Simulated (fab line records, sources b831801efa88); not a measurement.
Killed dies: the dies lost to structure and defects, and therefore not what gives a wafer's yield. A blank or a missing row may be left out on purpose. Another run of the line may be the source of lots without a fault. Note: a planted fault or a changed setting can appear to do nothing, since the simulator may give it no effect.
Struck lot and sound lot, side by side | flow sfqLine | 42 out of 325 route steps
Sound: these wafers, L664.2, L664.5, L664.6. Struck: wafers L667.3, L667.6. (L667.2 of the same lot was not struck and is left out.) The cause comes at the end.
Each step with rows lists, per side, the tool, then ch with its chambers, then its first start. Under that, the readings that differ: sound wafers | struck wafers | difference of the means | sigmas: that difference in standard deviations of wafers without a fault.
alike: a reading whose means differ by less than 2 such deviations, as well as words and numbers matching on both sides. not compared: withheld readings; readings where some wafer has no value; bounds like >300 that might hide an equal value; numbers whose values overlap and for which the record gives no deviation.
Wherever a step has rows on one side only, a row that says differs or no value, or a row with sigmas, the two part there. When numbers do not overlap yet have no deviation, they are printed without sigmas and do not part them. Lack of a reading on every wafer of one side parts them only where that side has two or more wafers.

first, 6 steps without rows for these wafers: SFQ_TRILAYER_M2_LITHO_COAT_062 (resist thk 62 nm); SFQ_TRILAYER_M2_LITHO_COAT_057 (resist thk 600 nm); SFQ_TRILAYER_M2_LITHO_SOFTBAKE_061; SFQ_TRILAYER_M2_LITHO_EXPOSE_058 (exposes mask M2, target cd 500 nm); SFQ_TRILAYER_M2_LITHO_PEB_060 (peb time 60 s); SFQ_TRILAYER_M2_LITHO_DEVELOP_059 (time 60 s).
SFQ_M2_OVL_MEAS_916:
  sound: overlay-02 at day 35 17:16; struck: overlay-01 at day 37 15:07
  alike: M2_OVL
then, 1 step without rows for these wafers: SFQ_TRILAYER_M2_BARC_OPEN_METAL_ETCH_077 (etches BARC in O2, target depth 125 nm, time 41.7 s).
SFQ_TRILAYER_M2_ETCH_METAL_ETCH_060: etches Nb in Cl2/Ar, stops on SiO2, target depth 240 nm, time 120 s.
  sound on rieMetal-03 ch 0,1, day 35 17:22; struck on rieMetal-04 ch 1, day 37 15:13
  alike: chamberPressureMTorr, drypumpMotorCurrentA, oesProductAu, rfFwdPowerW
  not compared: rfHoursCounterH
SFQ_TRILAYER_M2_STRIP_STRIP_061: strips in O2.
  sound on rieMetal-03 ch 0,1, day 35 17:29; struck on rieMetal-04 ch 1, day 37 15:20
  alike: chamberPressureMTorr, drypumpMotorCurrentA, oesProductAu
  not compared: rfHoursCounterH
then, 2 steps without rows for these wafers: SFQ_TRILAYER_M2_STRIP_SOLV_CLEAN_062 (cleans in NMP, time 600 s); SFQ_TRILAYER_I2_DEP_PECVD_063 (deposits SiO2 from SiH4/N2O, time 111.11 s, target thk 500 nm).
SFQ_TRILAYER_I2_CMP_CMP_064: polishes SiO2.
  sound on cmp-02 ch 1,2, day 35 21:17; struck on cmp-02 ch 0, day 37 16:12
reading                                            | sound             | struck      | difference | sigmas
motorCurrentA (A)                                  | 9.4 10.0 9.3      | 13.2 12.9   | +3.5       | +3
timeToEndpointS (s)                                | 215 222 222       | 277 286     | +62        | +11
model.SiO2_of_TRILAYER_I2_DEP_PECVD_063.thkNm (nm) | 199.5 199.1 199.4 | 304.2 307.6 | +106.6     | 
  alike: edgeZonePressureFrac, slurryFlowMlMin
SFQ_I2_BOW_MEAS_917:
  sound: filmMetro-02 at day 36 00:19; struck: filmMetro-03 at day 37 19:13
  alike: I2_BOW
SFQ_TRILAYER_I2_METRO_MEASURE_065:
  sound: filmMetro-02 at day 36 00:37; struck: filmMetro-03 at day 37 19:31
reading    | sound             | struck      | difference | sigmas
thkNm (nm) | 199.5 199.1 199.3 | 304.2 307.8 | +106.7     | +99 or more
then, 6 steps without rows for these wafers: SFQ_TRILAYER_I2_VIA_LITHO_COAT_072 (resist thk 62 nm); SFQ_TRILAYER_I2_VIA_LITHO_COAT_067 (resist thk 650 nm); SFQ_TRILAYER_I2_VIA_LITHO_SOFTBAKE_071; SFQ_TRILAYER_I2_VIA_LITHO_EXPOSE_068 (exposes mask I2, target cd 500 nm); SFQ_TRILAYER_I2_VIA_LITHO_PEB_070 (peb time 60 s); SFQ_TRILAYER_I2_VIA_LITHO_DEVELOP_069 (time 60 s).
-- the record jumps here: 6 days lie between the struck wafers' starts before and after --
SFQ_I2_OVL_MEAS_918:
  sound: overlay-01 at day 36 03:52; struck: overlay-01 at day 43 14:37
  alike: I2_OVL
SFQ_TRILAYER_I2_VIA_BARC_OPEN_VIA_ETCH_096: etches BARC in O2, target depth 125 nm, time 41.7 s.
  sound on rieDiel-02 ch 0,3, day 36 03:53; struck on rieDiel-04 ch 3, day 43 14:39
  alike: chamberPressureMTorr, drypumpMotorCurrentA, oesProductAu, rfFwdPowerW
  not compared: rfHoursCounterH
SFQ_TRILAYER_I2_VIA_ETCH_VIA_ETCH_070: etches SiO2 in CHF3, stops on Nb, target depth 260 nm.
  sound on rieDiel-02 ch 0,3, day 36 03:56; struck on rieDiel-04 ch 3, day 43 14:41
reading                      | sound             | struck      | difference | sigmas
oesProductAu (a.u.)          | 0.854 0.857 0.850 | 1.000 1.005 | +0.149     | +29
model.I2.featureDepthNm (nm) | 199.5 199.1 199.4 | 261.7 261.4 | +62.2      | 
model.etch.depthNm (nm)      | 199.5 199.1 199.4 | 261.7 261.4 | +62.2      | 
  alike: chamberPressureMTorr, drypumpMotorCurrentA, rfFwdPowerW
then, 2 steps without rows for these wafers: SFQ_TRILAYER_I2_VIA_STRIP_STRIP_071 (strips in O2); SFQ_TRILAYER_I2_VIA_STRIP_SOLV_CLEAN_072 (cleans in NMP, time 600 s).
SFQ_TRILAYER_M3_DEP_PRE_CLEAN_074: time 22.5 s.
  sound: pvdSputter-06 at day 36 04:50; struck: pvdSputter-03 at day 43 15:35
reading                                            | sound           | struck      | difference | sigmas
model.SiO2_of_TRILAYER_I2_DEP_PECVD_063.thkNm (nm) | 192 191.6 191.9 | 296.7 300.1 | +106.6     | 
then, 1 step without rows for these wafers: SFQ_TRILAYER_M3_DEP_SPUTTER_073 (material Nb, target thk 200 nm, time 133.3 s).
SFQ_M3_RS_MEAS_919: measurement is done with a four-point probe.
  sound: filmMetro-01 at day 36 04:59; struck: filmMetro-04 at day 43 15:43
reading           | sound             | struck      | difference | sigmas
M3_NB_RS (ohm/sq) | 0.884 0.884 0.883 | 0.903 0.900 | +0.018     | +2
then, 6 steps without rows for these wafers: SFQ_TRILAYER_M3_LITHO_COAT_080 (resist thk 62 nm); SFQ_TRILAYER_M3_LITHO_COAT_075 (resist thk 600 nm); SFQ_TRILAYER_M3_LITHO_SOFTBAKE_079; SFQ_TRILAYER_M3_LITHO_EXPOSE_076 (exposes mask M3, target cd 500 nm); SFQ_TRILAYER_M3_LITHO_PEB_078 (peb time 60 s); SFQ_TRILAYER_M3_LITHO_DEVELOP_077 (time 60 s).
SFQ_M3_OVL_MEAS_921:
  sound: overlay-02 at day 41 20:08; struck: overlay-01 at day 43 18:23
  alike: M3_OVL
SFQ_TRILAYER_M3_BARC_OPEN_METAL_ETCH_100: etches BARC in O2, target depth 125 nm, time 41.7 s.
  sound on rieMetal-04 ch 0,1, day 41 20:10; struck on rieMetal-03 ch 0,1, day 43 18:25
  alike: chamberPressureMTorr, drypumpMotorCurrentA, oesProductAu, rfFwdPowerW
  not compared: rfHoursCounterH
SFQ_TRILAYER_M3_ETCH_METAL_ETCH_078: etches Nb in Cl2/Ar, stops on SiO2, target depth 240 nm, time 120 s.
  sound on rieMetal-04 ch 0,1, day 41 20:14; struck on rieMetal-03 ch 0,1, day 43 18:29
reading             | sound             | struck      | difference | sigmas
oesProductAu (a.u.) | 0.898 0.896 0.900 | 0.885 0.885 | -0.013     | -2
  alike: chamberPressureMTorr, drypumpMotorCurrentA, rfFwdPowerW
  not compared: rfHoursCounterH
then, 3 steps without rows for these wafers: SFQ_TRILAYER_M3_STRIP_STRIP_079 (strips in O2); SFQ_TRILAYER_M3_STRIP_SOLV_CLEAN_080 (cleans in NMP, time 600 s); SFQ_TRILAYER_I3_DEP_PECVD_081 (deposits SiO2 from SiH4/N2O, time 111.11 s, target thk 500 nm).
-- the record jumps here: 46 days lie between the struck wafers' starts before and after --
SFQ_M8_BOW_MEAS_951:
  sound: filmMetro-03 at day 89 13:41; struck: filmMetro-04 at day 90 00:29
reading                | sound             | struck      | difference | sigmas
model.etest.i2.linkOhm | 1.959 1.973 1.965 | 1e+06 1e+06 | +1e+06     | 
  alike: M8_BOW

## WHERE THEY PART
First at SFQ_TRILAYER_I2_CMP_CMP_064; last, within this record, at SFQ_TRILAYER_M3_ETCH_METAL_ETCH_078. Later steps at which nothing parts them and some readings are alike: SFQ_M8_BOW_MEAS_951.

WHY: whatever the simulator had introduced
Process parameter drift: cmp-02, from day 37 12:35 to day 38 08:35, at SFQ_TRILAYER_I2_CMP_CMP_064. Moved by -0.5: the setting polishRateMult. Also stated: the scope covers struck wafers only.
